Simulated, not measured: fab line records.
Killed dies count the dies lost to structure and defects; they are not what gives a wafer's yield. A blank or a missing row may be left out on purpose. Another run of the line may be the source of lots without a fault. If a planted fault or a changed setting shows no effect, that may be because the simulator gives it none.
What tool caused it? || flow gf180mcu || 18 wafers from 6 lots sampled at 2 of the route's 602 steps

== WHAT THE GAUGES SHOWED, per wafer ==
GF_DUAL_GATE_THK_MEAS_03.
{"lot": "L608", "measured": "day 7 20:22", "on": "film-metro-02", "DUAL_GATE_OXIDATION_00_THK (nm)": "10.91 10.86 11.08"}
{"lot": "L610", "measured": "day 8 09:44", "on": "film-metro-03", "DUAL_GATE_OXIDATION_00_THK (nm)": "11.06 10.93 11.21"}
{"lot": "L614", "measured": "day 9 14:10", "on": "film-metro-02", "DUAL_GATE_OXIDATION_00_THK (nm)": "10.69 10.94 10.66"}
{"lot": "L618", "measured": "day 11 04:25", "on": "film-metro-04", "DUAL_GATE_OXIDATION_00_THK (nm)": "12.54 12.37 12.40"}
{"lot": "L626", "measured": "day 13 10:00", "on": "film-metro-03", "DUAL_GATE_OXIDATION_00_THK (nm)": "11.15 11.05 11.35"}
{"lot": "L628", "measured": "day 13 12:55", "on": "film-metro-04", "DUAL_GATE_OXIDATION_00_THK (nm)": "10.84 10.94 10.80"}

== WHAT TOOL EACH LOT RAN ON (gives the tool, then ch and the chambers of the sampled wafers, and finally the start) ==
{"lot": "L608", "GF_DUAL_GATE_OXIDATION_02": "furnace-01 ch 0, day 7 18:54"}
{"lot": "L610", "GF_DUAL_GATE_OXIDATION_02": "furnace-01 ch 0, day 8 08:16"}
{"lot": "L614", "GF_DUAL_GATE_OXIDATION_02": "furnace-02 ch 0, day 9 12:43"}
{"lot": "L618", "GF_DUAL_GATE_OXIDATION_02": "furnace-02 ch 0, day 11 02:57"}
{"lot": "L626", "GF_DUAL_GATE_OXIDATION_02": "furnace-01 ch 0, day 13 08:33"}
{"lot": "L628", "GF_DUAL_GATE_OXIDATION_02": "furnace-01 ch 0, day 13 11:26"}
- GF_DUAL_GATE_OXIDATION_02: stabilise 600 s, purge 300 s, target thk 10.887 nm.

== THE ANSWER, worked out from the rows above alone ==
Rule: the lots themselves supply what counts as usual. Put in order of their means at a reading, lots are off if they are a third of the lots or fewer, leave a main group of 4 or more, and stand apart from it by a gap of 3 or more times the standard deviation of the main group's means; of several such gaps the widest counts. If all means in a main group match to the digits the tables above print for the reading, that group is not used. A lot without any number at a reading at which 4 lots or more have one is off too. All remaining lots with rows at the step are treated as sound.
Off: L618, at GF_DUAL_GATE_THK_MEAS_03 (DUAL_GATE_OXIDATION_00_THK). The main group has a mean of 10.96 nm with a standard deviation of 0.15.
If a tool, at a process step before that reading, ran all the lots that are off and no sound lot after the first of them, it fits. The gauges at GF_DUAL_GATE_THK_MEAS_03 are tried like those tools. One fits: furnace-02 at GF_DUAL_GATE_OXIDATION_02. A fault onset in the window from L614 (day 9 12:43, its last sound lot) to L618 (day 11 02:57, its first lot off) fits.

== WHAT THE SIMULATOR PUT IN ==
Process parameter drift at GF_DUAL_GATE_OXIDATION_02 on furnace-02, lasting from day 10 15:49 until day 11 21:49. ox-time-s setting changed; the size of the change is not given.
Shown lots that were struck: L618. The same result came from the rule above.
